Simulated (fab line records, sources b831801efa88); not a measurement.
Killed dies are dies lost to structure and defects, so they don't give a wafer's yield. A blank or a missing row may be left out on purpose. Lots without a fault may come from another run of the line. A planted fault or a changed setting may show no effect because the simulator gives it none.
Problem report in the 8D (eight disciplines) form, filled by code | flow gf180mcu | the parts of the form that need people (team, actions taken, sign-off) are left out

1. THE PROBLEM
dose_ions_cm2 at GF_HV_LDD_IMPLANT_21 reads a mean of 4.676e+13 on 6 wafers of 2 lots; wafers without a fault read 4.999e+13 with a standard deviation of 5.3e+10. That is -61 standard deviations from the usual mean.
First seen on wafer L130.2, day 16 05:47, on implanter-01. The record holds 42 wafers of 14 lots with a number at this step. Rule for "out", or "out of limits": more than 4 standard deviations from the usual mean. The other wafers with a number count as sound.

2. WHAT IT IS AND WHAT IT IS NOT
question                    | is                     | is not
which readings at this step | dose_ions_cm2          | beam_energy_keV, tilt_deg
which lots                  | L130, L132             | L115, L116, L117, L118, L119, L120, L121, L124, L125, L126, L127, L129
which wafers of those lots  | all that have a number | -
read on which tools         | implanter-01           | implanter-03, implanter-04
when                        | from day 16 05:47      | up to then (36 sound wafers)

3. SUSPECTS, AND WHAT RULES EACH OUT
Counting: a tool at a process step up to the reading stays a suspect if it ran every lot that is out and no sound lot after the first of them.
- implanter-01 at GF_HV_LDD_IMPLANT_21: kept. It ran every lot that is out, first L130 (day 16 05:47), and no sound lot after that; its last sound lot up to then is L127 (day 14 21:42). Its own readings are out on those wafers: dose_ions_cm2.
Left after counting: implanter-01 at GF_HV_LDD_IMPLANT_21.

4. THE CAUSE (what the simulator had put in)
Process parameter drift: implanter-01, from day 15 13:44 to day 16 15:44, at GF_HV_LDD_IMPLANT_21. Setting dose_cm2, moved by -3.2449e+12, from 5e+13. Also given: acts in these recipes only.
Counting left only this tool.

5. THE CHAIN OF EFFECTS, in route order
Each row: a reading whose mean over the struck wafers that have a number lies more than 3 standard deviations from the usual. Only readings for which the record gives a usual standard deviation are gone through. hours: the time from each lot's start at the first step in this table that gives one to its start at this step, as a median over the lots. sigmas: the change in usual standard deviations.
hours | step                 | reading       | usual     | on struck wafers | change     | sigmas
0     | GF_HV_LDD_IMPLANT_21 | dose_ions_cm2 | 4.999e+13 | 4.676e+13        | -3.228e+12 | -61
The process steps in it:
- GF_HV_LDD_IMPLANT_21

6. WHAT WOULD HAVE CAUGHT IT SOONER
In this record the first reading out of limits was taken at day 16 05:47, 16 hours after the fault began at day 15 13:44.
